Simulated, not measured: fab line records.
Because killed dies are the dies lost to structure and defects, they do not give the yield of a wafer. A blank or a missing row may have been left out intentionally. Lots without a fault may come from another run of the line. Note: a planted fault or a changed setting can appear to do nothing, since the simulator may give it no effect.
Chamber matching | flow gf180mcu | rie diel-04 running GF_STI_ETCH_13: 4 sister chambers
The step etches the open film in CHF3/O2, stops on Si, target depth 282.31 nm, time 112.9 s. 4 wafers are shown with their chamber, then 7 later ones without.

== WAFERS WITH THEIR CHAMBER ==
wafer  | chamber | run length s (s)
L827.2 | 2       | 141.5
L831.5 | 0       | 141.2
L831.6 | 1       | 140.4
L832.5 | 3       | 141.0

== WAFERS MISSING THEIR CHAMBER ==
wafer  | run length s (s)
L832.6 | 140.9
L834.3 | 141.2
L834.4 | 141.3
L834.5 | 141.0
L836.1 | 141.3
L836.2 | 141.0
L836.4 | 140.8

== THE CHAMBER EACH PASSED THROUGH ==
wafer  | from the rows above          | in truth
L832.6 | can't be placed: 3 or 0      | 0
L834.3 | can't be placed: 0 or 3      | 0
L834.4 | can't be placed: 0 or 2 or 3 | 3
L834.5 | can't be placed: 3 or 0      | 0
L836.1 | can't be placed: 0 or 2 or 3 | 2
L836.2 | can't be placed: 3 or 0      | 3
L836.4 | can't be placed: 3 or 0      | 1
Correctly placed: 0 of 7. Can't be placed from these rows: 7 (the true chamber is among the candidates in 6). Number placed wrongly: 0.
How it was worked out, from the rows above alone: a wafer's distance from a chamber is the root of the sum, over the readings, of the square of ((its reading less the chamber's mean) divided by the reading's scatter). The wafer belongs to the nearest chamber; if the next one is less than 2 further off, it can't be placed. Each chamber's mean is taken over the wafers shown for it. The scatter: with one shown wafer a chamber, the root of the mean of the squares of how far each hidden wafer lies from its nearest shown one.
